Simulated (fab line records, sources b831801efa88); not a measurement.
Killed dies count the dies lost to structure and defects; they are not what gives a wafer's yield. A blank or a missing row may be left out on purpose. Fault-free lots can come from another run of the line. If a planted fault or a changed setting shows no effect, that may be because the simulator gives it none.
Split-lot trial || flow sky130 || 23 wafers read from 5 lots, route of 708 steps

## ABOUT THE SPLIT
At SKY_POLY_GATE_EXPOSE_10 (exposes mask P1M, target cd 150 nm), the setting dose_mj was moved away from the recipe's 28 on 7 of the 23 wafers read, by -2.2% to +5.4%. For the rest of the wafers, this setting stayed at what the recipe calls for.

## FROM THE SPLIT TO THE READING: what the file shows between them, 2 steps
- SKY_POLY_GATE_PEB_11
- SKY_POLY_GATE_DEVELOP_12: develop time 60 s

## THE READING
At SKY_POLY_GATE_CD_MEAS_13: cd_nm in nanometres, against a target cd of 150 nm. On this fab line, fault-free wafers typically give 150.1 nm with a standard deviation of 1.2 nm.

{"wafer": "L076.1", "tool, chamber at the split": "krf_scanner-02, 0", "dose_mj as run": 28, "against the recipe": "recipe", "cd_nm, nm": 151.1, "against lot-mates on the recipe": "-"}
{"wafer": "L076.3", "tool, chamber at the split": "krf_scanner-02, 0", "dose_mj as run": 28, "against the recipe": "recipe", "cd_nm, nm": 151.0, "against lot-mates on the recipe": "-"}
{"wafer": "L076.4", "tool, chamber at the split": "krf_scanner-02, 0", "dose_mj as run": 28, "against the recipe": "recipe", "cd_nm, nm": 151.5, "against lot-mates on the recipe": "-"}
{"wafer": "L076.5", "tool, chamber at the split": "krf_scanner-02, 0", "dose_mj as run": 29.5, "against the recipe": "+5.4%", "cd_nm, nm": 141.1, "against lot-mates on the recipe": -10.1}
{"wafer": "L076.6", "tool, chamber at the split": "krf_scanner-02, 0", "dose_mj as run": 29.5, "against the recipe": "+5.4%", "cd_nm, nm": 143.1, "against lot-mates on the recipe": -8.1}
{"wafer": "L077.1", "tool, chamber at the split": "krf_scanner-01, 0", "dose_mj as run": 27.39, "against the recipe": "-2.2%", "cd_nm, nm": 154.5, "against lot-mates on the recipe": "+4.3"}
{"wafer": "L077.2", "tool, chamber at the split": "krf_scanner-01, 0", "dose_mj as run": 28, "against the recipe": "recipe", "cd_nm, nm": 151.9, "against lot-mates on the recipe": "-"}
{"wafer": "L077.3", "tool, chamber at the split": "krf_scanner-01, 0", "dose_mj as run": 27.39, "against the recipe": "-2.2%", "cd_nm, nm": 154.4, "against lot-mates on the recipe": "+4.2"}
{"wafer": "L077.4", "tool, chamber at the split": "krf_scanner-01, 0", "dose_mj as run": 28, "against the recipe": "recipe", "cd_nm, nm": 150.0, "against lot-mates on the recipe": "-"}
{"wafer": "L077.5", "tool, chamber at the split": "krf_scanner-01, 0", "dose_mj as run": 28, "against the recipe": "recipe", "cd_nm, nm": 148.7, "against lot-mates on the recipe": "-"}
{"wafer": "L079.1", "tool, chamber at the split": "krf_scanner-01, 0", "dose_mj as run": 28.68, "against the recipe": "+2.4%", "cd_nm, nm": 145.9, "against lot-mates on the recipe": -3.3}
{"wafer": "L079.2", "tool, chamber at the split": "krf_scanner-01, 0", "dose_mj as run": 28, "against the recipe": "recipe", "cd_nm, nm": 149.1, "against lot-mates on the recipe": "-"}
{"wafer": "L079.3", "tool, chamber at the split": "krf_scanner-01, 0", "dose_mj as run": 28.68, "against the recipe": "+2.4%", "cd_nm, nm": 144.7, "against lot-mates on the recipe": -4.6}
{"wafer": "L079.5", "tool, chamber at the split": "krf_scanner-01, 0", "dose_mj as run": 28, "against the recipe": "recipe", "cd_nm, nm": 149.4, "against lot-mates on the recipe": "-"}
{"wafer": "L079.6", "tool, chamber at the split": "krf_scanner-01, 0", "dose_mj as run": 28.68, "against the recipe": "+2.4%", "cd_nm, nm": 144.1, "against lot-mates on the recipe": -5.2}
{"wafer": "L081.1", "tool, chamber at the split": "krf_scanner-02, 0", "dose_mj as run": 28, "against the recipe": "recipe", "cd_nm, nm": 149.0, "against lot-mates on the recipe": "-"}
{"wafer": "L081.2", "tool, chamber at the split": "krf_scanner-02, 0", "dose_mj as run": 28, "against the recipe": "recipe", "cd_nm, nm": 148.6, "against lot-mates on the recipe": "-"}
{"wafer": "L081.5", "tool, chamber at the split": "krf_scanner-02, 0", "dose_mj as run": 28, "against the recipe": "recipe", "cd_nm, nm": 148.9, "against lot-mates on the recipe": "-"}
{"wafer": "L084.2", "tool, chamber at the split": "krf_scanner-01, 0", "dose_mj as run": 28, "against the recipe": "recipe", "cd_nm, nm": 149.3, "against lot-mates on the recipe": "-"}
{"wafer": "L084.3", "tool, chamber at the split": "krf_scanner-01, 0", "dose_mj as run": 28, "against the recipe": "recipe", "cd_nm, nm": 152.7, "against lot-mates on the recipe": "-"}
{"wafer": "L084.4", "tool, chamber at the split": "krf_scanner-01, 0", "dose_mj as run": 28, "against the recipe": "recipe", "cd_nm, nm": 149.9, "against lot-mates on the recipe": "-"}
{"wafer": "L084.5", "tool, chamber at the split": "krf_scanner-01, 0", "dose_mj as run": 28, "against the recipe": "recipe", "cd_nm, nm": 152.9, "against lot-mates on the recipe": "-"}
{"wafer": "L084.6", "tool, chamber at the split": "krf_scanner-01, 0", "dose_mj as run": 28, "against the recipe": "recipe", "cd_nm, nm": 150.1, "against lot-mates on the recipe": "-"}

FIT RESULTS
A straight line over all 23 wafers: cd_nm changes by -1.71 nm for each +1% of dose_mj; r = -0.92; the points scatter about the line by 1.4 nm.
The same after taking each lot's own level away (the mean of its wafers on the recipe; 23 wafers): -1.75 nm for each +1%; r = -0.96; scatter 1 nm.
According to that fit, moving dose_mj by its largest amount changes the reading by 9.4 nm.
Across the lots, their own levels run from 148.83 to 151.20 nm, a range of 2.0 times the standard deviation given above.
Hence the lot-to-lot level has little effect on the slope; both slopes agree.
Check: for one of the wafers moved furthest among these (+5.4%), held out of the fit, the line's prediction against its lot-mates is -8.96 nm. Against them it came out at -10.1 nm.

## ADDITIONAL SPLITS CARRIED BY THESE WAFERS
Other splits were also applied to these wafers ahead of the reading. Each is held against what the fit with the lots' levels taken away leaves over:
{"other split on the same wafers": "SKY_RES_PROTECT_COAT_02 resist_thk_nm", "wafers away from the commonest value": 12, "r with cd_nm (lot level and that fit taken away)": "+0.25"}

## FILE'S OWN FIT
cd_nm changes by -1.75 nm for each +1% of dose_mj, r = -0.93.
